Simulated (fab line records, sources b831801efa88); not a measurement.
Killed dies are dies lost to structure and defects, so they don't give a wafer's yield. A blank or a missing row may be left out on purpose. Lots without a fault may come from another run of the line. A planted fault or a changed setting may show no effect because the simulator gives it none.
Which tool did it? | flow sky130 | 12 lots, 36 wafers sampled, at 5 steps of a route of 708

WHAT THE GAUGES READ, wafer by wafer
SKY_LDD_N_OVL_MEAS_07. Usual: LDD_N_OVL -0.7 nm, standard deviation 1.5.
lot  | measured     | on         | LDD_N_OVL (nm) | flag
L404 | day 17 17:02 | overlay-01 | -1.9 -1.8 -1.5 |
L405 | day 18 01:08 | overlay-01 | -1.3 -1.0 0.6  |
L406 | day 18 17:21 | overlay-01 | 2.7 2.0 0.7    |
L407 | day 19 11:44 | overlay-02 | 41.5 41.2 42.1 | OFF
L410 | day 19 18:27 | overlay-01 | 44.0 44.4 43.1 | OFF
L411 | day 20 13:26 | overlay-01 | -1.6 0.0 1.3   |
L412 | day 20 14:20 | overlay-01 | 41.1 41.7 43.1 | OFF
L414 | day 21 11:17 | overlay-02 | 43.3 45.2 43.0 | OFF
L416 | day 22 09:23 | overlay-01 | 0.5 1.1 1.3    |
L417 | day 22 11:20 | overlay-02 | -2.2 -1.4 -2.2 |
L422 | day 24 07:17 | overlay-02 | -2.3 -2.7 -2.0 |
L426 | day 25 08:35 | overlay-01 | -1.7 -2.7 -2.0 |

SKY_LDD_HVP_OVL_MEAS_07. Usual: LDD_HVP_OVL -0.3 nm, standard deviation 1.3.
lot  | measured     | on         | LDD_HVP_OVL (nm) | flag
L404 | day 21 14:30 | overlay-02 | 0.3 2.1 0.7      |
L405 | day 21 22:31 | overlay-01 | -0.9 -1.0 -0.5   |
L406 | day 22 16:10 | overlay-02 | 0.9 -0.2 -0.7    |
L407 | day 23 08:53 | overlay-01 | -1.3 0.6 0.3     |
L410 | day 23 15:11 | overlay-01 | -2.3 -1.0 -2.1   |
L411 | day 24 11:08 | overlay-01 | 1.6 0.7 1.5      |
L412 | day 24 11:47 | overlay-01 | -1.5 -1.4 -1.5   |
L414 | day 25 06:35 | overlay-01 | 1.0 1.7 -1.3     |
L416 | day 26 04:01 | overlay-02 | 0.8 -0.2 2.5     |
L417 | day 26 05:49 | overlay-02 | -0.6 -1.5 -0.6   |
L422 | day 28 00:07 | overlay-01 | -1.9 1.5 0.2     |
L426 | day 29 00:05 | overlay-02 | -0.2 -0.8 1.6    |

SKY_LDD_LDN_TW_MEAS_13. Usual: LDD_LDN_TW 1471, standard deviation 10.
lot  | measured     | on            | LDD_LDN_TW     | flag
L404 | day 22 21:25 | film_metro-01 | 1476 1477 1479 |
L405 | day 23 06:23 | film_metro-04 | 1480 1474 1477 |
L406 | day 23 22:47 | film_metro-02 | 1500 1495 1498 |
L407 | day 24 15:28 | film_metro-01 | 1461 1469 1455 |
L410 | day 24 21:35 | film_metro-04 | 1476 1473 1471 |
L411 | day 25 17:04 | film_metro-04 | 1479 1471 1471 |
L412 | day 25 17:46 | film_metro-04 | 1476 1480 1474 |
L414 | day 26 12:22 | film_metro-04 | 1471 1475 1476 |
L416 | day 27 10:19 | film_metro-01 | 1466 1476 1465 |
L417 | day 27 11:35 | film_metro-04 | 1477 1478 1481 |
L422 | day 29 04:38 | film_metro-04 | 1468 1477 1470 |
L426 | day 30 04:22 | film_metro-04 | 1467 1460 1468 |

WHICH TOOL RAN EACH LOT (tool, then ch and the chambers of the sampled wafers, then the start)
lot  | SKY_VT_ADJUST_NCORE_STRIP_10         | SKY_LDD_N_EXPOSE_04
L404 | plasma_asher-02 ch 0,1, day 8 17:47  | iline_stepper-02 ch 0, day 17 02:36
L405 | plasma_asher-01 ch 0,1, day 8 19:47  | iline_stepper-02 ch 0, day 17 10:31
L406 | plasma_asher-01 ch 0,1, day 9 05:59  | iline_stepper-01 ch 0, day 18 02:51
L407 | plasma_asher-02 ch 0,1, day 9 12:39  | iline_stepper-01 ch 0, day 18 20:16
L410 | plasma_asher-01 ch 0,1, day 10 06:37 | iline_stepper-01 ch 0, day 19 03:10
L411 | plasma_asher-03 ch 0,1, day 10 17:53 | iline_stepper-02 ch 0, day 19 22:04
L412 | plasma_asher-01 ch 0,1, day 10 23:33 | iline_stepper-01 ch 0, day 19 23:10
L414 | plasma_asher-03 ch 0, day 11 11:33   | iline_stepper-01 ch 0, day 20 19:55
L416 | plasma_asher-03 ch 0,1, day 12 03:57 | iline_stepper-02 ch 0, day 21 18:49
L417 | plasma_asher-03 ch 0,1, day 12 08:06 | iline_stepper-02 ch 0, day 21 20:26
L422 | plasma_asher-03 ch 0,1, day 13 20:09 | iline_stepper-02 ch 0, day 23 16:06
L426 | plasma_asher-01 ch 0,1, day 14 21:44 | iline_stepper-02 ch 0, day 24 17:50
- SKY_VT_ADJUST_NCORE_STRIP_10: strips in O2/N2.
- SKY_LDD_N_EXPOSE_04: exposes mask NTM, target cd 840 nm.

WHAT THE TOOLS THEMSELVES READ (means of the sampled wafers that have a number; where no wafer has one, the mark that the record gives instead)
SKY_VT_ADJUST_NCORE_STRIP_10. Usual: drypump_motor_current_A 5.5 A, standard deviation 0.52; oes_product_au 0.715 a.u., standard deviation 0.0042; strip_time_to_endpoint_s 14.18 s, standard deviation 0.038.
lot  | tool            | drypump_motor_current_A (A) | oes_product_au (a.u.) | strip_time_to_endpoint_s (s) | flag
L404 | plasma_asher-02 | 4.8                         | 0.717                 | 14.19                        |
L405 | plasma_asher-01 | 5.8                         | 0.716                 | 14.22                        |
L406 | plasma_asher-01 | 5.8                         | 0.716                 | 14.14                        |
L407 | plasma_asher-02 | 4.8                         | 0.710                 | 14.14                        |
L410 | plasma_asher-01 | 5.8                         | 0.716                 | 14.13                        |
L411 | plasma_asher-03 | 5.8                         | 0.712                 | 14.21                        |
L412 | plasma_asher-01 | 5.8                         | 0.714                 | 14.19                        |
L414 | plasma_asher-03 | 6.1                         | 0.715                 | 14.19                        |
L416 | plasma_asher-03 | 5.4                         | 0.714                 | 14.18                        |
L417 | plasma_asher-03 | 5.8                         | 0.712                 | 14.20                        |
L422 | plasma_asher-03 | 5.7                         | 0.718                 | 14.18                        |
L426 | plasma_asher-01 | 5.8                         | 0.719                 | 14.13                        |

SKY_LDD_N_EXPOSE_04. Usual: exposure_dose_mJ_cm2 110.01, standard deviation 0.11.
lot  | tool             | exposure_dose_mJ_cm2 | flag
L404 | iline_stepper-02 | 110.05               |
L405 | iline_stepper-02 | 110.10               |
L406 | iline_stepper-01 | 110.01               |
L407 | iline_stepper-01 | 110.06               |
L410 | iline_stepper-01 | 109.95               |
L411 | iline_stepper-02 | 110.06               |
L412 | iline_stepper-01 | 109.82               |
L414 | iline_stepper-01 | 110.08               |
L416 | iline_stepper-02 | 109.96               |
L417 | iline_stepper-02 | 109.99               |
L422 | iline_stepper-02 | 109.99               |
L426 | iline_stepper-02 | 110.00               |

THE ANSWER, worked out from the rows above alone
Rule: a lot is off if the mean of its wafers that have a number lies more than 3 standard deviations from the usual mean. A lot without any number at a reading at which 4 lots or more have one is off too. The other lots that the step has rows for count as sound. The gauges are gone through in route order, then the tools' own readings, and for those a lot's mean is taken as printed above. The first step at which some lot is off is used, and at that step the reading that is off furthest; a lot without a number counts as furthest.
Off: L407, L410, L412, L414, at SKY_LDD_N_OVL_MEAS_07 (LDD_N_OVL).
A tool fits if, at a process step before that reading, it ran every lot that is off, and no sound lot after the first of them. The gauges at SKY_LDD_N_OVL_MEAS_07 are tried like those tools. One fits: iline_stepper-01 at SKY_LDD_N_EXPOSE_04. Its last sound lot is L406 (day 18 02:51), its first lot that is off L407 (day 18 20:16): a fault that began between those two fits.

WHAT THE SIMULATOR HAD PUT IN
Scanner matching overlay: iline_stepper-01, from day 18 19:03 on, at SKY_LDD_N_EXPOSE_04. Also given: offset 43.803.
Lots struck among those shown: L407, L410, L412, L414. The rule above found the same.
